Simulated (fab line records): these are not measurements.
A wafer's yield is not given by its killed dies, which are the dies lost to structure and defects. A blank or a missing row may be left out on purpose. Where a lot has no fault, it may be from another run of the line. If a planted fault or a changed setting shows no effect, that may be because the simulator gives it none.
fab line records | flow sky130
record: lots: 14 | wafers: 42 | last-day: 51
route steps=708 shown POLY_GATE@230 POLY_CUT@316 SD_N@346 VIA1@470
lots with no fault: from the same line, run without faults
start-h: start of the lot's first displayed wafer, in hours after the record's first day | wait-h: time in hours since the lot's previous step | " as in the row above | L1.1+2: a single row standing in for several wafers | - no value present, or no start provided | * or withheld: withheld | < > ~ a bound
route shown NAME@n: NAME is a module with steps in the file, n the number in the route of the first one | usual: average and standard deviation across the fault-free wafers | same: alike in all rows | chamber/n: place in a boat | sites: the reading at each site | _std_site: the standard deviation of these | _edge_site: mean of outer sites minus mean of inner sites | radius-mm: for every site, how far away it sits from the centre of the wafer | mask NAME#n: copy n | behind: the most recent tool/chamber to have shaped the wafer | hold: why the lot went on hold/how many hours it stayed there/how the hold came to an end | device: the n, p or np transistor that did not switch | end of line: at the end of the route, the tests of the same wafers | a step without rows: its recipe alone | killed: count of dies lost to structure and defects at first sort (not the wafer's yield) | map: a wafer's dies, x killed, . not, _ none there
set.NAME: setting as actually run; set.NAME@STEP: the setting as run at that earlier step | model.NAME: the simulator's own value behind a step, which no gauge read
steps of the route over a sample of lots; a table a step, a row a wafer
services: when a tool's chamber went out of use (start-h, in hours from the record's first day, below 0 if earlier), for how many hours, and the reason
== steps ==
step: SKY_POLY_GATE_ETCH_16
recipe: stop-on: poly-Si | chemistry: CH3F/O2 | target: Si3N4 | source-w: 400 | bias-w: 80 | pressure-mtorr: 25 | ch3f-flow-sccm: 40 | O2_flow_sccm: 30 | time-s: 147.5 | target-depth-a: 750
usual: drypump-motor-current-A: 5.7/0.48 | oes-product-au: 0.639/0.0056 | throttle-valve-pct: 10.533/0.0097
lot.wafer | tool        | chamber | start-h | wait-h | drypump-motor-current-A | oes-product-au | rf-hours-counter-h | throttle-valve-pct
L314.1    | rie-diel-03 | 2       | 386.34  | 0.0    | 5.9                     | 0.633          | 12                 | 10.519
L314.4    | "           | 1       | "       | "      | 6.0                     | 0.629          | 65                 | 10.542
L314.5    | "           | 2       | "       | "      | 5.9                     | 0.638          | -                  | 10.536
L315.1    | rie-diel-04 | 1       | 396.02  | 0.0    | 5.1                     | 0.644          | 1                  | 10.534
L315.2    | "           | 3       | "       | "      | 6.6                     | 0.650          | 3                  | 10.541
L315.4    | "           | 2       | "       | "      | 5.6                     | 0.629          | 9                  | 10.529
L318.1    | rie-diel-02 | 3       | 412.71  | 0.0    | 5.0                     | 0.631          | 100                | 10.519
L318.3    | "           | 1       | "       | "      | 6.1                     | 0.636          | 7                  | 10.529
L318.4    | "           | 0       | "       | "      | 5.1                     | 0.634          | 1                  | 10.521
L323.3    | rie-diel-03 | 3       | 467.31  | 0.0    | 6.1                     | 0.640          | 4                  | 10.528
L323.4    | "           | 1       | "       | "      | 6.0                     | 0.634          | 67                 | 10.544
L323.6    | "           | 1       | "       | "      | 5.9                     | 0.645          | -                  | 10.517
L325.1    | rie-diel-03 | 1       | 482.89  | 0.0    | 5.9                     | 0.639          | 67                 | 10.535
L325.2    | "           | 3       | "       | "      | 6.1                     | 0.640          | 4                  | 10.536
L325.6    | "           | 2       | "       | "      | 5.9                     | 0.646          | -                  | 10.537
L328.1    | rie-diel-02 | 2       | 535.68  | 0.0    | 6.1                     | 0.643          | 25                 | 10.527
L328.3    | "           | 3       | "       | "      | 5.0                     | 0.643          | 1                  | 10.538
L328.4    | "           | 1       | "       | "      | 6.1                     | 0.643          | 10                 | 10.536
L329.2    | rie-diel-03 | 0       | 536.61  | 0.0    | 5.2                     | 0.647          | 77                 | 10.541
L329.4    | "           | 2       | "       | "      | 5.9                     | 0.638          | 15                 | 10.530
L329.5    | "           | 3       | "       | "      | 6.2                     | 0.648          | -                  | 10.542
L330.1    | rie-diel-03 | 1       | 553.44  | 0.0    | 5.9                     | 0.648          | 68                 | 10.537
L330.4    | "           | 3       | "       | "      | 6.2                     | 0.645          | 6                  | 10.540
L330.6    | "           | 3       | "       | "      | 6.2                     | 0.642          | -                  | 10.537
L331.1    | rie-diel-02 | 2       | 558.56  | 0.0    | 6.1                     | 0.641          | 25                 | 10.547
L331.2    | "           | 0       | "       | "      | 5.2                     | 0.630          | 4                  | 10.523
L331.6    | "           | 2       | "       | "      | 6.1                     | 0.641          | -                  | 10.526
L332.1    | rie-diel-02 | 0       | 566.04  | 0.0    | 5.2                     | 0.631          | 4                  | 10.529
L332.2    | "           | 1       | "       | "      | 6.1                     | 0.632          | 10                 | 10.530
L332.3    | "           | 2       | "       | "      | 6.2                     | 0.638          | 26                 | 10.538
L333.2    | rie-diel-04 | 1       | 567.79  | 0.0    | 5.2                     | 0.638          | 5                  | 10.526
L333.4    | "           | 2       | "       | "      | 5.6                     | 0.641          | -                  | 10.534
L333.6    | "           | 1       | "       | "      | 5.2                     | 0.640          | -                  | 10.533
L335.1    | rie-diel-03 | 2       | 573.94  | 0.0    | 5.9                     | 0.633          | 16                 | 10.537
L335.2    | "           | 3       | "       | "      | 6.1                     | 0.643          | 6                  | 10.529
L335.5    | "           | 2       | "       | "      | 5.9                     | 0.635          | -                  | 10.529
L334.4    | rie-diel-04 | 1       | 576.11  | 0.0    | 5.2                     | 0.644          | -                  | 10.529
L334.5    | "           | 2       | "       | "      | 5.6                     | 0.653          | -                  | 10.533
L334.6    | "           | 3       | "       | "      | 6.6                     | 0.644          | -                  | 10.553
L336.2    | rie-diel-03 | 3       | 582.84  | 0.0    | 6.2                     | 0.648          | 6                  | 10.533
L336.4    | "           | 3       | "       | "      | 6.2                     | 0.644          | -                  | 10.523
L336.5    | "           | 1       | "       | "      | 5.9                     | 0.644          | -                  | 10.542
step: SKY_POLY_CUT_OVL_MEAS_09
usual: POLY_CUT_OVL: -1/5.2
lot.wafer | tool       | chamber | start-h | wait-h | POLY_CUT_OVL[nm]
L314.1    | overlay-02 | -       | 577.54  | 0.1    | 4
L314.4    | "          | -       | "       | "      | 1
L314.5    | "          | -       | "       | "      | -2
L315.1    | overlay-02 | -       | 583.64  | 0.1    | -6
L315.2    | "          | -       | "       | "      | -8
L315.4    | "          | -       | "       | "      | -1
L318.1    | overlay-02 | -       | 604.02  | 0.1    | 5
L318.3    | "          | -       | "       | "      | -4
L318.4    | "          | -       | "       | "      | 3
L323.3    | overlay-02 | -       | 661.33  | 0.1    | -10
L323.4    | "          | -       | "       | "      | -7
L323.6    | "          | -       | "       | "      | -3
L325.1    | overlay-02 | -       | 667.94  | 0.1    | 0
L325.2    | "          | -       | "       | "      | -5
L325.6    | "          | -       | "       | "      | -9
L328.1    | overlay-02 | -       | 716.74  | 0.1    | -5
L328.3    | "          | -       | "       | "      | -13
L328.4    | "          | -       | "       | "      | -7
L329.2    | overlay-02 | -       | 717.75  | 0.1    | -2
L329.4    | "          | -       | "       | "      | 3
L329.5    | "          | -       | "       | "      | -1
L330.1    | overlay-01 | -       | 734.22  | 0.1    | -5
L330.4    | "          | -       | "       | "      | 5
L330.6    | "          | -       | "       | "      | 5
L331.1    | overlay-01 | -       | 738.79  | 0.1    | -7
L331.2    | "          | -       | "       | "      | -1
L331.6    | "          | -       | "       | "      | -4
L332.1    | overlay-02 | -       | 744.85  | 0.1    | -3
L332.2    | "          | -       | "       | "      | 2
L332.3    | "          | -       | "       | "      | -1
L333.2    | overlay-01 | -       | 748.98  | 0.1    | 0
L333.4    | "          | -       | "       | "      | -4
L333.6    | "          | -       | "       | "      | -2
L335.1    | overlay-01 | -       | 754.12  | 0.1    | -5
L335.2    | "          | -       | "       | "      | -3
L335.5    | "          | -       | "       | "      | -10
L334.4    | overlay-01 | -       | 756.39  | 0.1    | -3
L334.5    | "          | -       | "       | "      | -3
L334.6    | "          | -       | "       | "      | 2
L336.2    | overlay-02 | -       | 760.12  | 0.1    | 0
L336.4    | "          | -       | "       | "      | -6
L336.5    | "          | -       | "       | "      | -2
step: SKY_SD_N_EXPOSE_04
recipe: mask-id: NSDM | na: 0.6 | source-shape: conventional | sigma-outer: 0.6 | polarization: unpolarized | target-cd-nm: 380 | dose-mj: 141
usual: exposure-dose-mJ-cm2: 140.93/0.14 | focus-offset-nm: 0.2/0.47
lot.wafer | tool             | chamber | start-h | wait-h | mask   | exposure-dose-mJ-cm2 | focus-offset-nm
L314.1    | iline-stepper-01 | 0       | 651.83  | -      | NSDM#0 | 141.03               | 0.4
L314.4    | "                | 0       | "       | "      | NSDM#0 | 140.70               | 0.3
L314.5    | "                | 0       | "       | "      | NSDM#0 | 140.97               | 0.2
L315.1    | iline-stepper-01 | 0       | 658.07  | -      | NSDM#0 | 141.01               | 0.5
L315.2    | "                | 0       | "       | "      | NSDM#0 | 140.96               | 0.2
L315.4    | "                | 0       | "       | "      | NSDM#0 | 140.91               | -0.4
L318.1    | iline-stepper-01 | 0       | 678.95  | -      | NSDM#0 | 140.74               | 0.2
L318.3    | "                | 0       | "       | "      | NSDM#0 | 140.76               | -0.4
L318.4    | "                | 0       | "       | "      | NSDM#0 | 140.82               | 0.8
L323.3    | iline-stepper-02 | -       | 731.67  | -      | NSDM#0 | -                    | -
L323.4    | "                | -       | "       | "      | NSDM#0 | -                    | -
L323.6    | "                | -       | "       | "      | NSDM#0 | -                    | -
L325.1    | iline-stepper-02 | -       | 738.98  | -      | NSDM#0 | -                    | -
L325.2    | "                | -       | "       | "      | NSDM#0 | -                    | -
L325.6    | "                | -       | "       | "      | NSDM#0 | -                    | -
L328.1    | iline-stepper-02 | 0       | 784.38  | -      | NSDM#0 | 140.95               | 1.0
L328.3    | "                | 0       | "       | "      | NSDM#0 | 141.18               | 1.0
L328.4    | "                | 0       | "       | "      | NSDM#0 | 140.99               | 1.2
L329.2    | iline-stepper-02 | 0       | 786.35  | -      | NSDM#0 | 141.05               | 0.1
L329.4    | "                | 0       | "       | "      | NSDM#0 | 141.13               | 0.9
L329.5    | "                | 0       | "       | "      | NSDM#0 | 141.08               | 0.5
L330.1    | iline-stepper-01 | 0       | 802.65  | -      | NSDM#0 | 140.99               | -0.7
L330.4    | "                | 0       | "       | "      | NSDM#0 | 140.77               | -0.2
L330.6    | "                | 0       | "       | "      | NSDM#0 | 141.06               | -0.1
L331.1    | iline-stepper-01 | 0       | 807.23  | -      | NSDM#0 | 140.72               | 0.3
L331.2    | "                | 0       | "       | "      | NSDM#0 | 140.81               | 0.2
L331.6    | "                | 0       | "       | "      | NSDM#0 | 140.81               | -0.4
L332.1    | iline-stepper-02 | 0       | 812.93  | -      | NSDM#0 | 140.95               | 1.0
L332.2    | "                | 0       | "       | "      | NSDM#0 | 141.14               | -0.1
L332.3    | "                | 0       | "       | "      | NSDM#0 | 140.79               | -0.1
L333.2    | iline-stepper-01 | 0       | 817.05  | -      | NSDM#0 | 140.77               | 0.0
L333.4    | "                | 0       | "       | "      | NSDM#0 | 140.92               | 0.1
L333.6    | "                | 0       | "       | "      | NSDM#0 | 140.75               | 0.2
L335.1    | iline-stepper-02 | 0       | 820.53  | -      | NSDM#0 | 140.98               | -0.3
L335.2    | "                | 0       | "       | "      | NSDM#0 | 140.74               | 0.8
L335.5    | "                | 0       | "       | "      | NSDM#0 | 140.73               | -0.4
L334.4    | iline-stepper-02 | 0       | 823.96  | -      | NSDM#0 | 140.84               | 0.4
L334.5    | "                | 0       | "       | "      | NSDM#0 | 140.54               | 0.1
L334.6    | "                | 0       | "       | "      | NSDM#0 | 140.69               | 0.3
L336.2    | iline-stepper-01 | 0       | 828.23  | -      | NSDM#0 | 140.79               | -0.6
L336.4    | "                | 0       | "       | "      | NSDM#0 | 141.07               | -1.0
L336.5    | "                | 0       | "       | "      | NSDM#0 | 140.64               | -0.8
step: SKY_VIA1_CD_MEAS_12
recipe: target-cd-nm: 150
usual: cd-nm: 149.6/1.4
lot.wafer | tool      | chamber | start-h | wait-h | cd-nm
L314.1    | cd-sem-02 | -       | 813.48  | -      | 149.0
L314.4    | "         | -       | "       | "      | 148.5
L314.5    | "         | -       | "       | "      | 149.1
L315.1    | cd-sem-01 | -       | 817.48  | -      | 151.5
L315.2    | "         | -       | "       | "      | 152.0
L315.4    | "         | -       | "       | "      | 151.6
L318.1    | cd-sem-01 | -       | 836.77  | -      | 149.1
L318.3    | "         | -       | "       | "      | 151.1
L318.4    | "         | -       | "       | "      | 149.5
L323.3    | cd-sem-01 | -       | 888.01  | -      | 152.7
L323.4    | "         | -       | "       | "      | 152.0
L323.6    | "         | -       | "       | "      | 154.2
L325.1    | cd-sem-02 | -       | 892.37  | -      | 150.8
L325.2    | "         | -       | "       | "      | 151.2
L325.6    | "         | -       | "       | "      | 151.3
L328.1    | cd-sem-02 | -       | 933.78  | -      | 152.1
L328.3    | "         | -       | "       | "      | 150.9
L328.4    | "         | -       | "       | "      | 150.3
L329.2    | cd-sem-02 | -       | 938.55  | -      | 150.9
L329.4    | "         | -       | "       | "      | 150.9
L329.5    | "         | -       | "       | "      | 150.0
L330.1    | cd-sem-01 | -       | 952.38  | -      | 150.0
L330.4    | "         | -       | "       | "      | 149.0
L330.6    | "         | -       | "       | "      | 149.2
L331.1    | cd-sem-01 | -       | 958.05  | -      | 147.7
L331.2    | "         | -       | "       | "      | 150.0
L331.6    | "         | -       | "       | "      | 150.0
L332.1    | cd-sem-01 | -       | 963.80  | -      | 149.7
L332.2    | "         | -       | "       | "      | 147.5
L332.3    | "         | -       | "       | "      | 148.1
L333.2    | cd-sem-01 | -       | 965.95  | -      | 147.3
L333.4    | "         | -       | "       | "      | 149.5
L333.6    | "         | -       | "       | "      | 151.0
L335.1    | cd-sem-01 | -       | 969.27  | -      | 150.4
L335.2    | "         | -       | "       | "      | 149.7
L335.5    | "         | -       | "       | "      | 151.0
L334.4    | cd-sem-02 | -       | 972.63  | -      | 150.1
L334.5    | "         | -       | "       | "      | 149.9
L334.6    | "         | -       | "       | "      | 150.3
L336.2    | cd-sem-02 | -       | 976.45  | -      | 148.4
L336.4    | "         | -       | "       | "      | 148.8
L336.5    | "         | -       | "       | "      | 149.8
== services ==
tool             | chamber | start-h | hours | kind
rie-diel-02      | -       | 392.65  | 0.2   | repair
rie-diel-02      | 1       | 398.24  | 8.1   | repair
rie-diel-02      | 0       | 403.94  | 6.5   | repair
rie-diel-03      | 0       | 406.66  | 5.4   | repair
rie-diel-04      | 0       | 421.31  | 2.7   | repair
iline-stepper-02 | -       | 436.91  | 1.7   | pm
iline-stepper-01 | -       | 463.62  | 1.7   | pm
iline-stepper-01 | -       | 471.68  | 10.2  | repair
rie-diel-04      | 0       | 487.10  | 97.2  | repair
rie-diel-04      | 1       | 492.32  | 14.7  | repair
rie-diel-03      | 1       | 514.22  | 12.4  | repair
rie-diel-04      | 1       | 529.66  | 2.7   | repair
iline-stepper-01 | -       | 558.23  | 1.0   | repair
rie-diel-02      | -       | 598.16  | 2.8   | pm
iline-stepper-02 | -       | 607.39  | 4.4   | pm
iline-stepper-01 | -       | 615.74  | 5.7   | repair
iline-stepper-02 | -       | 655.09  | 1.7   | pm
rie-diel-03      | -       | 657.81  | 14.6  | pm
iline-stepper-02 | -       | 662.99  | 1.0   | repair
iline-stepper-01 | -       | 681.80  | 1.7   | pm
rie-diel-03      | -       | 697.02  | 11.9  | repair
rie-diel-03      | 0       | 756.45  | 5.8   | repair
rie-diel-03      | 3       | 796.91  | 20.2  | repair
iline-stepper-01 | -       | 812.34  | 4.4   | pm
== key ==
first-sign: step: SKY_SD_N_EXPOSE_04 | reading: tool-record | direction: missing
effect none on later readings
met-at SKY_SD_N_EXPOSE_04
struck-lots L323,L325
sort-left-out L323.3,L323.4,L323.6,L325.1,L325.2,L325.6
tester-left-out L323,L325
not-acting-at SKY_POLY_GATE_ETCH_16,SKY_POLY_CUT_OVL_MEAS_09,SKY_VIA1_CD_MEAS_12
fault: kind: skipped-step-whole | tool: iline-stepper-02 | chamber: - | onset-h: 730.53 | steps: SKY_SD_N_EXPOSE_04 | scope: struck-lots-only
tester-left-out: of these lots the tester's yield and bins aren't shown, on N5 and GAA mostly nor the transistor test; their killed dies are dies lost to structure and defects alone, not to doping, threshold or leakage, so they don't give the yield
sort-left-out: the simulated sort isn't trusted on such a fault, so these wafers' sort isn't shown, and their yield isn't known
